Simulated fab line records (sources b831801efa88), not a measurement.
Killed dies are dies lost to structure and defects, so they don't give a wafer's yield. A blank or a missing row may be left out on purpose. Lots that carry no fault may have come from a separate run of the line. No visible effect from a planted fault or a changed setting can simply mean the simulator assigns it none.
Which of the tools did it? :: flow sky130 :: 33 wafers from 11 lots sampled at 2 of the route's 708 steps

## WHAT THE GAUGES SHOWED, per wafer
SKY_VIA4_THK_MEAS_20: measures by xrf.
lot: L560
measured: day 42 23:57
on: film-metro-01
VIA4_W_THK (nm): 496 499 498

lot: L563
measured: day 44 11:31
on: film-metro-03
VIA4_W_THK (nm): 494 497 502

lot: L565
measured: day 44 21:08
on: film-metro-03
VIA4_W_THK (nm): 484 496 497

lot: L564
measured: day 44 22:54
on: film-metro-01
VIA4_W_THK (nm): 494 504 489

lot: L566
measured: day 45 00:48
on: film-metro-01
VIA4_W_THK (nm): 499 498 502

lot: L567
measured: day 45 07:43
on: film-metro-03
VIA4_W_THK (nm): 497 491 496

lot: L568
measured: day 45 08:11
on: film-metro-03
VIA4_W_THK (nm): 497 491 489

lot: L570
measured: day 46 00:04
on: film-metro-04
VIA4_W_THK (nm): 491 489 500

lot: L573
measured: day 46 20:31
on: film-metro-04
VIA4_W_THK (nm): 504 508 494

lot: L579
measured: day 47 21:15
on: film-metro-03
VIA4_W_THK (nm): 499 500 499

lot: L580
measured: day 48 05:25
on: film-metro-01
VIA4_W_THK (nm): 493 496 492

## EACH LOT AND THE TOOL THAT RAN IT (in order: tool; ch and the chambers of the sampled wafers; start)
lot: L560
SKY_VIA3_STRIP_16: plasma-asher-02 ch 0,1, day 39 20:06

lot: L563
SKY_VIA3_STRIP_16: plasma-asher-02 ch 0,1, day 41 09:28

lot: L565
SKY_VIA3_STRIP_16: plasma-asher-02 ch 0,1, day 41 20:15

lot: L564
SKY_VIA3_STRIP_16: plasma-asher-04 ch 0, day 41 21:45

lot: L566
SKY_VIA3_STRIP_16: plasma-asher-03 ch 0,1, day 41 22:58

lot: L567
SKY_VIA3_STRIP_16: plasma-asher-04 ch 0,1, day 42 06:04

lot: L568
SKY_VIA3_STRIP_16: plasma-asher-03 ch 0,1, day 42 08:55

lot: L570
SKY_VIA3_STRIP_16: plasma-asher-02 ch 0,1, day 43 01:01

lot: L573
SKY_VIA3_STRIP_16: plasma-asher-02 ch 0,1, day 43 23:12

lot: L579
SKY_VIA3_STRIP_16: plasma-asher-02 ch 0,1, day 45 03:58

lot: L580
SKY_VIA3_STRIP_16: plasma-asher-02 ch 0,1, day 45 10:30
- SKY_VIA3_STRIP_16: strips in O2/N2.

## AS READ BY THE TOOLS THEMSELVES (means over the sampled wafers that have a number; for cases with no such wafer, the mark the record gives instead)
SKY_VIA3_STRIP_16.
lot: L560
tool: plasma-asher-02
drypump-motor-current-A (A): 5.9
oes-product-au (a.u.): 0.402
strip-time-to-endpoint-s (s): 4.13

lot: L563
tool: plasma-asher-02
drypump-motor-current-A (A): 5.8
oes-product-au (a.u.): 0.397
strip-time-to-endpoint-s (s): 4.11

lot: L565
tool: plasma-asher-02
drypump-motor-current-A (A): 5.8
oes-product-au (a.u.): 0.408
strip-time-to-endpoint-s (s): 4.18

lot: L564
tool: plasma-asher-04
drypump-motor-current-A (A): 5.2
oes-product-au (a.u.): 0.399
strip-time-to-endpoint-s (s): 4.12

lot: L566
tool: plasma-asher-03
drypump-motor-current-A (A): 5.2
oes-product-au (a.u.): 0.402
strip-time-to-endpoint-s (s): 4.07

lot: L567
tool: plasma-asher-04
drypump-motor-current-A (A): 5.4
oes-product-au (a.u.): 0.403
strip-time-to-endpoint-s (s): 4.13

lot: L568
tool: plasma-asher-03
drypump-motor-current-A (A): 5.3
oes-product-au (a.u.): 0.403
strip-time-to-endpoint-s (s): 4.15

lot: L570
tool: plasma-asher-02
drypump-motor-current-A (A): 5.9
oes-product-au (a.u.): 0.403
strip-time-to-endpoint-s (s): 4.11

lot: L573
tool: plasma-asher-02
drypump-motor-current-A (A): 5.9
oes-product-au (a.u.): 0.403
strip-time-to-endpoint-s (s): 4.14

lot: L579
tool: plasma-asher-02
drypump-motor-current-A (A): 5.9
oes-product-au (a.u.): 0.405
strip-time-to-endpoint-s (s): 4.15

lot: L580
tool: plasma-asher-02
drypump-motor-current-A (A): 5.8
oes-product-au (a.u.): 0.400
strip-time-to-endpoint-s (s): 4.15

## THE ANSWER, worked out from the rows above alone
Rule: what is usual is taken from the lots themselves. The widest of any qualifying gaps counts: lots, ordered by their means at a reading, are off when they make up no more than a third of the lots, leave a main group of 4 or more, and stand apart from it by 3 or more times the standard deviation of that group's means. A main group is skipped when, at the precision printed for the reading in the tables above, its means are all equal. Also off: a lot with no number at a reading for which 4 or more lots have one. All remaining lots with rows at the step are treated as sound. After the gauges, taken in route order, come the tools' own readings; for these a lot's mean is taken, as printed above. At the first step where some lot is off, the reading lying furthest off is the one used; lots without a number count as furthest.
No lot is off on any of the readings shown, so nothing can be concluded from this.

## WHAT THE SIMULATOR PUT IN
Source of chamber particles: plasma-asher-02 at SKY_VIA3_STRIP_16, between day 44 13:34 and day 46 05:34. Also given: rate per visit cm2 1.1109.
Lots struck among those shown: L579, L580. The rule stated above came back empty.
